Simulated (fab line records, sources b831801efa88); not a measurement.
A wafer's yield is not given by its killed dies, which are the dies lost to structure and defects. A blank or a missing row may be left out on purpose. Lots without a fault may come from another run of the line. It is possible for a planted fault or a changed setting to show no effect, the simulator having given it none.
Which tool was responsible? -- flow gf180mcu -- 42 wafers sampled from 14 lots at 1 step of a route of 602

WHAT EACH GAUGE READ, for each wafer
GF_V4_THK_MEAS_01.
lot,measured,on,V4_CVD_00_THK (nm)
L358,day 23 10:41,film metro-04,597 597 604
L360,day 24 05:18,film metro-04,596 598 608
L362,day 24 20:11,film metro-02,609 601 601
L361,day 24 22:11,film metro-04,590 606 597
L363,day 24 23:10,film metro-04,596 598 586
L365,day 25 19:31,film metro-02,602 602 605
L367,day 26 14:17,film metro-03,599 596 604
L369,day 27 08:59,film metro-02,600 595 607
L370,day 27 14:33,film metro-02,582 586 588
L373,day 28 11:14,film metro-04,594 587 605
L377,day 29 10:27,film metro-02,597 597 600
L378,day 29 18:33,film metro-02,601 599 594
L379,day 30 03:26,film metro-04,596 591 588
L381,day 30 17:25,film metro-02,584 581 579

EACH LOT AND THE TOOL THAT RAN IT (in order: tool; ch and the chambers of the sampled wafers; start)
The record holds no process step before these readings.

WHAT THE TOOLS THEMSELVES READ (means of the sampled wafers that have a number; where no wafer has one, the mark that the record gives instead)
The record holds no such reading with a usual standard deviation.

THE ANSWER, worked out from the rows above alone
Rule: the lots themselves supply what counts as usual. The widest of any qualifying gaps counts: lots, ordered by their means at a reading, are off when they make up no more than a third of the lots, leave a main group of 4 or more, and stand apart from it by 3 or more times the standard deviation of that group's means. A main group is skipped when, at the precision printed for the reading in the tables above, its means are all equal. A lot without any number at a reading at which 4 lots or more have one is off too. All remaining lots with rows at the step are treated as sound. The gauges are gone through in route order, then the tools' own readings, and for those a lot's mean is taken as printed above. The first step at which some lot is off is used, and at that step the reading that is off furthest; a lot without a number counts as furthest.
None of the lots is off at any reading shown; this tells nothing.

WHAT THE SIMULATOR PUT IN
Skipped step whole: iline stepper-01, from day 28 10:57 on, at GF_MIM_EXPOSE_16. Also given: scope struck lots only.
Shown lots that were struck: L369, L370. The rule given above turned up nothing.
